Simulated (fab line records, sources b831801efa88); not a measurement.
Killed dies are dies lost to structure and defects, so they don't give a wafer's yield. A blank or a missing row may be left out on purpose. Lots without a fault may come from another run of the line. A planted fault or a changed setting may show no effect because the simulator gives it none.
Tool commonality check | flow sky130 | 14 lots, 42 wafers sampled

WHY IT WAS OPENED
At SKY_VIA1_RS_MEAS_22 the reading VIA1_W_RS is flagged on 2 of 14 lots. Wafers without a fault read 0.425 ohm/sq, standard deviation 0.0045.
Rule: a lot is flagged when every wafer of it that has a number lies more than 4 standard deviations from that mean, or none has a number. The other lots count as sound.

lot  | measured     | on            | VIA1_W_RS (ohm/sq), wafer by wafer | flag
L898 | day 33 19:06 | film_metro-01 | 0.424 0.420 0.433                  |
L899 | day 34 04:59 | film_metro-03 | 0.431 0.432 0.431                  |
L901 | day 34 16:19 | film_metro-01 | 0.422 0.425 0.427                  |
L902 | day 35 01:20 | film_metro-03 | 0.419 0.422 0.420                  |
L903 | day 35 15:25 | film_metro-01 | 0.417 0.415 0.422                  |
L904 | day 35 18:20 | film_metro-01 | 0.427 0.429 0.421                  |
L906 | day 36 05:47 | film_metro-03 | 0.421 0.429 0.427                  |
L907 | day 36 22:55 | film_metro-01 | 0.421 0.422 0.429                  |
L910 | day 37 19:47 | film_metro-03 | 0.422 0.426 0.418                  |
L912 | day 38 07:28 | film_metro-03 | 0.417 0.424 0.419                  |
L913 | day 39 23:52 | film_metro-04 | 58.639 56.478 56.313               | FLAGGED
L914 | day 40 04:20 | film_metro-04 | 59.769 58.414 59.594               | FLAGGED
L920 | day 40 12:47 | film_metro-03 | 0.427 0.422 0.426                  |
L921 | day 40 20:26 | film_metro-04 | 0.427 0.431 0.431                  |
The numbers of the flagged lots are 58.201 ohm/sq on average: +57.776 ohm/sq against the usual, or +99 or more standard deviations.

WHICH TOOL RAN EACH LOT
The record holds 2 process steps before the reading, out of a route of 708 steps. In each cell: the tool, then ch and the chambers that the sampled wafers went through, then the start.
lot  | flag    | SKY_VIA1_STRIP_16                    | SKY_VIA1_CVD_21
L898 |         | plasma_asher-01 ch 0,1, day 33 18:21 | cvd_w-02 ch 0,1, day 33 19:01
L899 |         | plasma_asher-03 ch 0,1, day 34 04:14 | cvd_w-01 ch 0,1, day 34 04:53
L901 |         | plasma_asher-03 ch 0,1, day 34 15:33 | cvd_w-02 ch 0, day 34 16:12
L902 |         | plasma_asher-03 ch 0,1, day 35 00:29 | cvd_w-01 ch 0, day 35 01:10
L903 |         | plasma_asher-03 ch 0,1, day 35 14:33 | cvd_w-02 ch 1, day 35 15:14
L904 |         | plasma_asher-03 ch 0,1, day 35 17:35 | cvd_w-01 ch 0,1, day 35 18:14
L906 |         | plasma_asher-04 ch 0,1, day 36 05:02 | cvd_w-01 ch 0,1, day 36 05:41
L907 |         | plasma_asher-01 ch 0,1, day 36 22:08 | cvd_w-01 ch 0,1, day 36 22:47
L910 |         | plasma_asher-04 ch 0,1, day 37 19:01 | cvd_w-02 ch 1, day 37 19:40
L912 |         | plasma_asher-03 ch 0,1, day 38 06:43 | cvd_w-01 ch 0,1, day 38 07:22
L913 | FLAGGED | plasma_asher-01 ch 0,1, day 39 23:06 | cvd_w-01 ch 0, day 39 23:46
L914 | FLAGGED | plasma_asher-01 ch 0,1, day 40 03:32 | cvd_w-02 ch 0,1, day 40 04:14
L920 |         | plasma_asher-03 ch 0,1, day 40 11:53 | cvd_w-01 ch 0,1, day 40 12:41
L921 |         | plasma_asher-01 ch 0,1, day 40 19:39 | cvd_w-01 ch 0,1, day 40 20:20
What these steps do:
- SKY_VIA1_STRIP_16: strips in O2/N2.
- SKY_VIA1_CVD_21: deposits W, target thk 270 nm, time 80.902 s.
- SKY_VIA1_RS_MEAS_22: measures by four-point-probe.

FLAGGED OVER TOTAL, TOOL BY TOOL (the gauges that took the reading come last)
step                | tool            | lots run | flagged | share of the flagged lots | sound lots run after its first flagged lot
SKY_VIA1_STRIP_16   | plasma_asher-01 | 5        | 2       | all                       | 1 (L921)
SKY_VIA1_STRIP_16   | plasma_asher-03 | 7        | 0       | none                      | -
SKY_VIA1_STRIP_16   | plasma_asher-04 | 2        | 0       | none                      | -
SKY_VIA1_CVD_21     | cvd_w-01        | 9        | 1       | some                      | 2 (L920,L921)
SKY_VIA1_CVD_21     | cvd_w-02        | 5        | 1       | some                      | 0
SKY_VIA1_RS_MEAS_22 | film_metro-01   | 5        | 0       | none                      | -
SKY_VIA1_RS_MEAS_22 | film_metro-03   | 6        | 0       | none                      | -
SKY_VIA1_RS_MEAS_22 | film_metro-04   | 3        | 2       | all                       | 1 (L921)

WHAT THE TABLE ALLOWS
2 rows of the table ran every flagged lot: plasma_asher-01 at SKY_VIA1_STRIP_16, film_metro-04 at SKY_VIA1_RS_MEAS_22.
- plasma_asher-01 at SKY_VIA1_STRIP_16: 2 of its 5 lots flagged. Sound lots ran on it after the first flagged one (L921), which a lasting fault on the whole tool wouldn't allow.
- film_metro-04 at SKY_VIA1_RS_MEAS_22: 2 of its 3 lots flagged. Sound lots ran on it after the first flagged one (L921), which a lasting fault on the whole tool wouldn't allow.
No row of the table ran every flagged lot and no sound lot after the first.

WHAT THE SIMULATOR HAD PUT IN
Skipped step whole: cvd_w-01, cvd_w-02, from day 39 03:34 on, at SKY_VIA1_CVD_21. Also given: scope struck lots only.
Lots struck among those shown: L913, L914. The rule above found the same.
